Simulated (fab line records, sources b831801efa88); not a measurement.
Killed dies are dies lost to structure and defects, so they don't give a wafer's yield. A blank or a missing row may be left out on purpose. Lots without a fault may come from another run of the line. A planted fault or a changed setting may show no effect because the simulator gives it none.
One fault seen from 2 desks | flow sky130 | each desk has only its own numbers; what lay behind them comes last

THE TOOL OWNER'S DESK: rie_si-01
The tool's own readings at SKY_POLY_GATE_ETCH_17 (etches poly-Si in HBr/Cl2, stops on SiO2, target depth 180 nm, time 70.5 s): means of the sampled wafers that have a number, for each lot that ran on this tool. A lot is out of limits, marked OUT, if its mean lies more than 4 standard deviations from the usual mean; the brackets give that distance.
Columns: A = bias_w at SKY_POLY_GATE_ETCH_17, usual 99.95 W; B = drypump_motor_current_A at SKY_POLY_GATE_ETCH_17, usual 5.5 A; C = oes_product_au at SKY_POLY_GATE_ETCH_17, usual 0.988 a.u.; D = throttle_valve_pct at SKY_POLY_GATE_ETCH_17, usual 33.683 %
lot  | first seen here | A                | B   | C     | D
L211 | day 16 16:39    | 99.79            | 5.5 | 0.983 | 33.689
L213 | day 17 22:32    | 100.13           | 5.5 | 0.981 | 33.668
L214 | day 18 13:47    | 99.97            | 5.8 | 0.984 | 33.689
L220 | day 20 11:07    | 103.03 (+10) OUT | 5.5 | 0.990 | 33.689
L221 | day 20 17:58    | 103.02 (+10) OUT | 5.5 | 0.988 | 33.686
L223 | day 21 05:35    | 103.06 (+10) OUT | 5.5 | 0.985 | 33.687
L231 | day 24 10:35    | 100.23           | 5.7 | 0.995 | 33.680
L233 | day 25 01:17    | 100.14           | 5.6 | 0.981 | 33.701
This desk's finding: out of limits on L220, L221, L223; first on L220, day 20 11:07 (bias_w at SKY_POLY_GATE_ETCH_17). In limits: L211, L213, L214, L231, L233.

THE METROLOGY DESK
What the gauges read, lot by lot, whatever tool the lot ran on: means of the sampled wafers that have a number. A lot is out of limits, marked OUT, if its mean lies more than 4 standard deviations from the usual mean; the brackets give that distance.
Columns: A = POLY_GATE_CVD_03_THK at SKY_POLY_GATE_THK_MEAS_04, usual 75.3 nm; B = cd_nm at SKY_POLY_GATE_CD_MEAS_13, usual 149.7 nm
lot  | first seen here | A    | B
L210 | day 15 10:19    | 74.8 | 151.0
L211 | day 15 12:08    | 76.0 | 149.8
L212 | day 15 20:42    | 75.0 | 146.1
L213 | day 16 18:13    | 76.2 | 151.3
L214 | day 17 08:31    | 74.5 | 152.4
L219 | day 19 03:58    | 74.0 | 149.7
L220 | day 19 03:58    | 75.3 | 150.7
L221 | day 19 10:31    | 75.3 | 149.0
L222 | day 19 17:52    | 75.3 | 149.6
L223 | day 19 22:33    | 75.9 | 149.6
L230 | day 22 18:16    | 76.1 | 149.1
L231 | day 23 03:57    | 75.7 | 149.5
L233 | day 23 19:27    | 75.9 | 149.6
This desk's finding: nothing out of limits on any of the 13 lots.

PUT TOGETHER
The tool owner's desk could have raised an alarm at day 20 11:07, on L220, L221, L223.
The metrology desk saw nothing out of limits.
The metrology desk has L220, L221, L223 on record, within its limits.
Of the lots named, all ran SKY_POLY_GATE_ETCH_17 on rie_si-01.

WHAT THE SIMULATOR HAD PUT IN
Process parameter drift: rie_si-01, from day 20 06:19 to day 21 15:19, at SKY_POLY_GATE_ETCH_17. Setting bias_w, moved by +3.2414, from 100. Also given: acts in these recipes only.
Lots struck among those shown: L220, L221, L223.
Hours from the fault's start to each desk's first reading out of limits: the tool owner's desk, 5.
